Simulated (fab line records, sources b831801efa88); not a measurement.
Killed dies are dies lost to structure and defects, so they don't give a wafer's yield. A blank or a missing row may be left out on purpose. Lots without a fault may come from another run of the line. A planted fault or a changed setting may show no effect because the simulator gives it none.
Which tool did it? | flow sky130 | 15 lots, 45 wafers sampled, at 3 steps of a route of 708

WHAT THE GAUGES READ, wafer by wafer
SKY_METAL1_CD_MEAS_15: target cd 140 nm.
lot  | measured     | on        | cd_nm (nm)
L601 | day 32 06:07 | cd_sem-02 | 137.8 137.6 138.6
L602 | day 32 20:45 | cd_sem-01 | 141.9 141.5 142.5
L604 | day 34 23:08 | cd_sem-02 | 138.3 138.2 138.1
L605 | day 35 00:26 | cd_sem-02 | 140.5 140.8 139.3
L608 | day 35 02:49 | cd_sem-01 | 141.8 140.9 141.7
L606 | day 35 04:52 | cd_sem-02 | 139.3 139.3 139.0
L610 | day 35 15:44 | cd_sem-02 | 141.0 138.6 140.3
L609 | day 35 17:35 | cd_sem-02 | 140.3 139.5 140.0
L612 | day 36 05:14 | cd_sem-01 | 138.5 138.2 138.9
L613 | day 36 11:08 | cd_sem-02 | 140.6 139.7 140.5
L614 | day 36 14:52 | cd_sem-01 | 138.4 139.1 138.2
L615 | day 37 02:48 | cd_sem-02 | 142.2 143.0 142.1
L619 | day 38 17:34 | cd_sem-02 | 140.4 140.9 140.8
L623 | day 39 16:10 | cd_sem-01 | 142.1 141.5 139.7
L624 | day 39 20:38 | cd_sem-01 | 139.6 139.1 139.1

WHICH TOOL RAN EACH LOT (tool, then ch and the chambers of the sampled wafers, then the start)
lot  | SKY_CONTACT_ETCH_16                | SKY_METAL1_SPUTTER_00
L601 | rie_diel-02 ch 0,2,3, day 31 01:01 | pvd_sputter-01, day 31 02:23
L602 | rie_diel-03 ch 0,1,2, day 31 16:19 | pvd_sputter-03, day 31 17:41
L604 | rie_diel-03 ch 0,1, day 33 17:56   | pvd_sputter-04, day 33 19:39
L605 | rie_diel-01 ch 0,1,3, day 33 20:07 | pvd_sputter-03, day 33 21:29
L608 | rie_diel-02 ch 2,3, day 33 22:43   | pvd_sputter-01, day 34 00:05
L606 | rie_diel-01 ch 1,3, day 33 23:44   | pvd_sputter-03, day 34 01:07
L610 | rie_diel-03 ch 1,2, day 34 11:20   | pvd_sputter-04, day 34 13:41
L609 | rie_diel-02 ch 2,3, day 34 13:13   | pvd_sputter-03, day 34 14:37
L612 | rie_diel-01 ch 1,3, day 35 01:43   | pvd_sputter-03, day 35 03:20
L613 | rie_diel-03 ch 1,2, day 35 07:37   | pvd_sputter-01, day 35 08:59
L614 | rie_diel-01 ch 1,3, day 35 11:04   | pvd_sputter-01, day 35 12:26
L615 | rie_diel-02 ch 0,2, day 35 23:11   | pvd_sputter-01, day 36 00:34
L619 | rie_diel-03 ch 0,2,3, day 37 13:11 | pvd_sputter-01, day 37 14:36
L623 | rie_diel-02 ch 1,2, day 38 14:07   | pvd_sputter-04, day 38 15:29
L624 | rie_diel-03 ch 0,2,3, day 38 18:41 | pvd_sputter-04, day 38 20:07
- SKY_CONTACT_ETCH_16: etches BARC in N2/H2, stops on SiO2, time 45.9 s, target depth 60 nm.
- SKY_METAL1_SPUTTER_00: material Ti, target thk 15 nm, time 10 s.

WHAT THE TOOLS THEMSELVES READ (means of the sampled wafers that have a number; where no wafer has one, the mark that the record gives instead)
SKY_CONTACT_ETCH_16.
lot  | tool        | drypump_motor_current_A (A) | oes_product_au (a.u.) | throttle_valve_pct (%)
L601 | rie_diel-02 | 5.6                         | 0.853                 | 13.230
L602 | rie_diel-03 | 6.0                         | 0.855                 | 13.219
L604 | rie_diel-03 | 6.2                         | 0.852                 | 13.229
L605 | rie_diel-01 | 6.0                         | 0.859                 | 13.226
L608 | rie_diel-02 | 5.6                         | 0.857                 | 13.222
L606 | rie_diel-01 | 6.2                         | 0.856                 | 13.233
L610 | rie_diel-03 | 5.8                         | 0.854                 | 13.225
L609 | rie_diel-02 | 5.6                         | 0.851                 | 13.226
L612 | rie_diel-01 | 6.2                         | 0.854                 | 13.222
L613 | rie_diel-03 | 5.8                         | 0.856                 | 13.229
L614 | rie_diel-01 | 6.1                         | 0.852                 | 13.228
L615 | rie_diel-02 | 5.7                         | 0.852                 | 13.229
L619 | rie_diel-03 | 6.1                         | 0.857                 | 13.223
L623 | rie_diel-02 | 5.6                         | 0.856                 | 13.226
L624 | rie_diel-03 | 6.1                         | 0.852                 | 13.227

SKY_METAL1_SPUTTER_00.
lot  | tool           | chamber_pressure_pa (Pa) | throttle_valve_pct (%)
L601 | pvd_sputter-01 | 0.4004                   | 29.9
L602 | pvd_sputter-03 | 0.4009                   | 28.9
L604 | pvd_sputter-04 | 0.4005                   | 30.7
L605 | pvd_sputter-03 | 0.3997                   | 29.6
L608 | pvd_sputter-01 | 0.4001                   | 29.4
L606 | pvd_sputter-03 | 0.4001                   | 28.9
L610 | pvd_sputter-04 | 0.4002                   | 30.8
L609 | pvd_sputter-03 | 0.4001                   | 28.9
L612 | pvd_sputter-03 | 0.4006                   | 29.1
L613 | pvd_sputter-01 | 0.4002                   | 30.0
L614 | pvd_sputter-01 | 0.3996                   | 29.9
L615 | pvd_sputter-01 | 0.4001                   | 29.1
L619 | pvd_sputter-01 | 0.4000                   | 28.9
L623 | pvd_sputter-04 | 0.4001                   | 30.3
L624 | pvd_sputter-04 | 0.4005                   | 30.6

THE ANSWER, worked out from the rows above alone
Rule: what is usual is taken from the lots themselves. Put in order of their means at a reading, lots are off if they are a third of the lots or fewer, leave a main group of 4 or more, and stand apart from it by a gap of 3 or more times the standard deviation of the main group's means; of several such gaps the widest counts. A main group whose means are all the same, to the digits that the tables above print for the reading, isn't used. A lot without any number at a reading at which 4 lots or more have one is off too. The other lots that the step has rows for count as sound. The gauges are gone through in route order, then the tools' own readings, and for those a lot's mean is taken as printed above. The first step at which some lot is off is used, and at that step the reading that is off furthest; a lot without a number counts as furthest.
No lot is off at any reading shown: from this, nothing can be told.

WHAT THE SIMULATOR HAD PUT IN
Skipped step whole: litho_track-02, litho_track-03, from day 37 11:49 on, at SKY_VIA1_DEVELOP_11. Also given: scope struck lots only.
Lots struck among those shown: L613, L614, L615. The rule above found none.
